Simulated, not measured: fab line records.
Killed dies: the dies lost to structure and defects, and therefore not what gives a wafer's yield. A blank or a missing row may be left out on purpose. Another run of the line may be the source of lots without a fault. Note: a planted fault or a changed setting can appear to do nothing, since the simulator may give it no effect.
A struck lot beside a sound one || flow gf180mcu || 18 steps out of a route of 602
Sound: the wafers L270.4, L270.5, L270.6. Wafers struck: L268.1, L268.3, L268.6. The cause is given at the end.
Each step with rows lists, per side, the tool, then ch with its chambers, then its first start. Under that, the readings that differ: sound wafers || struck wafers || difference of the means || sigmas: that difference in standard deviations of wafers without a fault.
alike: a reading whose means differ by less than 2 such deviations, as well as words and numbers matching on both sides. not compared: withheld readings; readings where some wafer has no value; bounds like >300 that might hide an equal value; numbers whose values overlap and for which the record gives no deviation.
A row with sigmas, a row that says differs or no value, or rows on one side alone: a step with any of these is where the two part. Numbers that don't overlap but have no deviation are shown without sigmas and don't part them. Lack of a reading on every wafer of one side parts them only where that side has two or more wafers.

first, 1 step without rows for these wafers: GF_POLY_GATE_CVD_00 (deposits poly-Si, target thk 200 nm, time 1200 s).
GF_POLY_GATE_THK_MEAS_01:
  sound on filmMetro-03 at day 10 12:44; struck on filmMetro-04 at day 9 21:38
  alike: POLY_GATE_CVD_00_THK
then, 8 steps without rows for these wafers: GF_POLY_GATE_DEHYDRATE_02 (time 60 s); GF_POLY_GATE_HMDS_03 (prime time 60 s); GF_POLY_GATE_COAT_04; GF_POLY_GATE_COAT_05 (resist thk 700 nm); GF_POLY_GATE_SOFTBAKE_06 (time 60 s); GF_POLY_GATE_EXPOSE_07 (exposes mask Poly2, target cd 280 nm); GF_POLY_GATE_PEB_08 (peb time 90 s); GF_POLY_GATE_DEVELOP_09 (develop time 60 s).
GF_POLY_GATE_CD_MEAS_10 targets a cd of 280 nm.
  sound on cdSem-01 at day 11 06:46; struck on cdSem-01 at day 10 14:46
  alike: cdNm
GF_POLY_GATE_OVL_MEAS_11:
  sound on overlay-02 at day 11 06:51; struck on overlay-01 at day 10 14:53
  alike: POLY_GATE_OVL
GF_POLY_GATE_ETCH_12: etches BARC in N2/H2.
  sound on rieDiel-03 ch 0,2,3, day 11 06:53; struck on rieDiel-03 ch 0,1,3, day 10 14:55
  no value came back on the struck wafers for any of 7 readings (biasW (W), chamberPressureMTorr (mTorr) and others); on the sound wafers biasW (W) reads 100.4 100.3 100.3
GF_POLY_GATE_ETCH_13: etches poly-Si in HBr/Cl2, stops on SiO2, target depth 198.5 nm, time 69.6 s.
  sound on rieSi-02 ch 0,2,3, day 11 06:55; struck on rieSi-02 ch 0,1, day 10 14:58
{"reading": "oesProductAu (a.u.)", "sound": "1.002 1.000 1.000", "struck": "0.269 0.272 0.266", "difference": -0.732, "sigmas": -82}
  alike: HBr_flow_sccm, biasW, drypumpMotorCurrentA, mfcCl2Sccm, rfFwdPowerW, throttleValvePct
  not compared: rfHoursCounterH
GF_POLY_GATE_STRIP_14: strips in O2/N2.
  sound on plasmaAsher-02 ch 0,1, day 11 07:00; struck on plasmaAsher-04 ch 0,1, day 10 15:01
{"reading": "oesProductAu (a.u.)", "sound": "0.503 0.507 0.508", "struck": "0.518 0.531 0.529", "difference": "+0.020", "sigmas": "+4"}
  alike: drypumpMotorCurrentA, heaterPowerW, n2FlowSccm, o2FlowSccm
  not compared: rfHoursCounterH
then, 2 steps without rows for these wafers: GF_POLY_GATE_CLEAN_15 (cleans in SC1/SC2, time 150 s); GF_POLY_GATE_OXIDATION_16 (stabilise 600 s, purge 300 s, target thk 4 nm).
GF_POLY_GATE_CD_MEAS_18:
  sound on cdSem-02 at day 11 08:31; struck on cdSem-01 at day 10 17:07
{"reading": "cdNm (nm)", "sound": "279.2 280.7 276.7", "struck": "- - -", "difference": "no value on the struck wafers", "sigmas": ""}

== WHERE THEY PART ==
First at GF_POLY_GATE_ETCH_12; last, within this record, at GF_POLY_GATE_CD_MEAS_18.

WHY: what had been put in by the simulator
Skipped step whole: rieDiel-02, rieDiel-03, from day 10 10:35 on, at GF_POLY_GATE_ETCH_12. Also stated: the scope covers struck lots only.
